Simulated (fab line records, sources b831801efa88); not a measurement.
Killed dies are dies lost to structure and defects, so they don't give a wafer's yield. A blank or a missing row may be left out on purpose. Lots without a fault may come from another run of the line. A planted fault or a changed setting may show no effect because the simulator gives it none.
A struck lot beside a sound one | flow sky130 | 36 steps out of a route of 708
Sound: wafers L319.3, L319.4, L319.5. Struck: wafers L330.1, L330.4, L330.5. The cause comes at the end.
At each step with rows: each side's tool, then ch and its chambers, then its first start. Under that, the readings that differ: sound wafers | struck wafers | difference of the means | sigmas: that difference in standard deviations of wafers without a fault.
alike: readings whose means differ by less than 2 such deviations, and words and numbers that are the same on both sides. not compared: withheld readings, readings that some wafer has no value for, bounds like >300 that may hide the same value, and numbers for which the record gives no deviation and whose values overlap.
The two part at a step that has a row with sigmas, a row that says differs or no value, or rows on one side only. Numbers that don't overlap but have no deviation are shown without sigmas and don't part them. A reading that every wafer of one side lacks parts them only if that side has two wafers or more.

first, 10 steps without rows for these wafers: SKY_GATE_OXIDE_COAT_05 (resist thk 1140 nm); SKY_GATE_OXIDE_SOFTBAKE_06 (time 60 s); SKY_GATE_OXIDE_EXPOSE_07 (exposes mask LVOM, target cd 600 nm); SKY_GATE_OXIDE_PEB_08; SKY_GATE_OXIDE_DEVELOP_09 (develop time 60 s); SKY_GATE_OXIDE_IMPLANT_11; SKY_GATE_OXIDE_WET_ETCH_12 (etches SiO2 in dHF, target depth 16.8 nm, time 336 s); SKY_GATE_OXIDE_STRIP_13 (strips in O2/N2); SKY_GATE_OXIDE_CLEAN_15 (cleans in SC1/SC2, time 150 s); SKY_GATE_OXIDE_OXIDATION_16 (stabilise 600 s, purge 300 s, target thk 3.57 nm).
SKY_POLY_GATE_CVD_00: deposits poly-Si, target thk 180 nm, time 720 s.
  sound on lpcvd-01 ch 0, day 16 14:50; struck on lpcvd-01 ch 0, day 20 10:18
  reading                                       | sound             | struck            | difference | sigmas
  pressure_mtorr (mTorr)                        | 199.9 199.5 200.1 | 100.4 100.2 100.0 | -99.6      | -99 or more
  model.poly-Si_of_POLY_GATE_CVD_00.thk_nm (nm) | 181.7 181.9 180.9 | 126.7 127.1 126.2 | -54.8      |
  alike: zone_power_lower_pct
SKY_POLY_GATE_THK_MEAS_01:
  sound on film_metro-04, day 16 16:03; struck on film_metro-04, day 20 11:30
  reading                   | sound             | struck            | difference | sigmas
  POLY_GATE_CVD_00_THK (nm) | 181.6 182.1 181.0 | 126.6 127.1 126.1 | -55.0      | -29
then, 9 steps without rows for these wafers: SKY_RES_PROTECT_DEHYDRATE_00 (time 60 s); SKY_RES_PROTECT_HMDS_01 (prime time 60 s); SKY_RES_PROTECT_COAT_02 (resist thk 1140 nm); SKY_RES_PROTECT_SOFTBAKE_03 (time 60 s); SKY_RES_PROTECT_EXPOSE_04 (exposes mask RPM, target cd 1270 nm); SKY_RES_PROTECT_PEB_05; SKY_RES_PROTECT_DEVELOP_06 (develop time 60 s); SKY_POLY_GATE_IMPLANT_02; SKY_RES_PROTECT_STRIP_07 (strips in O2/N2).
SKY_RES_PROTECT_CLEAN_09: cleans in SC1/SC2, time 150 s.
  sound on wet_bench-03 ch 1, day 17 21:17; struck on wet_bench-02 ch 1, day 21 18:26
  reading                                       | sound           | struck          | difference | sigmas
  model.poly-Si_of_POLY_GATE_CVD_00.thk_nm (nm) | 181 181.3 180.3 | 126 126.4 125.5 | -55        |
then, 11 steps without rows for these wafers: SKY_POLY_GATE_CVD_03 (deposits Si3N4 from DCS/NH3, target thk 75 nm, time 1290 s); SKY_POLY_GATE_DEHYDRATE_05 (time 60 s); SKY_POLY_GATE_HMDS_06 (prime time 60 s); SKY_POLY_GATE_COAT_07 (resist thk 110 nm); SKY_POLY_GATE_COAT_08 (resist thk 450 nm); SKY_POLY_GATE_SOFTBAKE_09 (time 90 s); SKY_POLY_GATE_EXPOSE_10 (exposes mask P1M, target cd 150 nm); SKY_POLY_GATE_PEB_11; SKY_POLY_GATE_DEVELOP_12 (develop time 60 s); SKY_POLY_GATE_ETCH_15 (etches BARC in N2/H2, stops on SiO2, time 118.5 s, target depth 110 nm); SKY_POLY_GATE_ETCH_16 (etches Si3N4 in CH3F/O2, stops on poly-Si, time 147.5 s, target depth 75 nm).
SKY_POLY_GATE_ETCH_17: etches poly-Si in HBr/Cl2, stops on SiO2, target depth 180 nm, time 70.5 s.
  sound on rie_si-02 ch 0,1,3, day 19 04:25; struck on rie_si-01 ch 0,3, day 23 04:18
  reading                               | sound             | struck            | difference | sigmas
  oes_product_au (a.u.)                 | 0.986 0.991 0.985 | 0.777 0.776 0.777 | -0.211     | -28
  model.etch.depth_nm (nm)              | 179.4 180.3 180.3 | 126 126.4 125.5   | -54        |
  model.POLY_GATE.feature_depth_nm (nm) | 179.4 180.3 180.3 | 126 126.4 125.5   | -54        |
  alike: drypump_motor_current_A, throttle_valve_pct
  not compared: rf_hours_counter_h
then, 1 step without rows for these wafers: SKY_POLY_GATE_STRIP_18 (strips in O2/N2).
-- the record jumps here: 28 days lie between the struck wafers' starts before and after (it left off in module POLY_GATE and takes up again in module PAD_OPEN, whose first step shown is number 708 of the route) --
SKY_PAD_OPEN_PROBE_99:
  sound on prober-01, day 48 01:26; struck on prober-01, day 50 20:34
  reading                              | sound             | struck            | difference | sigmas
  model.etest.res_xhigh_po.line_ohm_um | 6161 6152 5952    | 5102 5257 5243    | -888       |
  model.etest.res_high_po.line_ohm_um  | 780 760.1 771.7   | 946.8 950.1 953.6 | +179.6     |
  model.etest.res_xhigh_po.rs_ohm_sq   | 2173 2094 2109    | 1788 1829 1841    | -306       |
  model.etest.res_poly.line_ohm_um     | 528.9 541.5 527.3 | 688.1 674.6 671.3 | +145.4     |
  model.etest.tip_sonos.rs_ohm_sq      | 2681 2696 2631    | 2503 2549 2510    | -149       |
  model.etest.res_high_po.rs_ohm_sq    | 272.1 263.5 267.4 | 328.2 334.3 338.7 | +66.1      |
  model.etest.licon_high_po.rc_ohm     | 374.2 360.2 365.3 | 302.6 324.2 330.5 | -47.5      |
  alike: killed_at_M0_to_M3, killed_at_M4_up, killed_at_contacts, killed_at_front_end, killed_at_other, killed_dies, killed_open, killed_short
  not compared: model.etest.res_pwde_under_gate.rs_ohm_sq

WHERE THEY PART
First at SKY_POLY_GATE_CVD_00; last, within this record, at SKY_POLY_GATE_ETCH_17. Later steps at which nothing parts them and some readings are alike: SKY_PAD_OPEN_PROBE_99.

WHY: what the simulator had put in
Process parameter drift: lpcvd-01, from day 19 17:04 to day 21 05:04, at SKY_POLY_GATE_CVD_00. Setting pressure_mtorr, moved by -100, from 200.
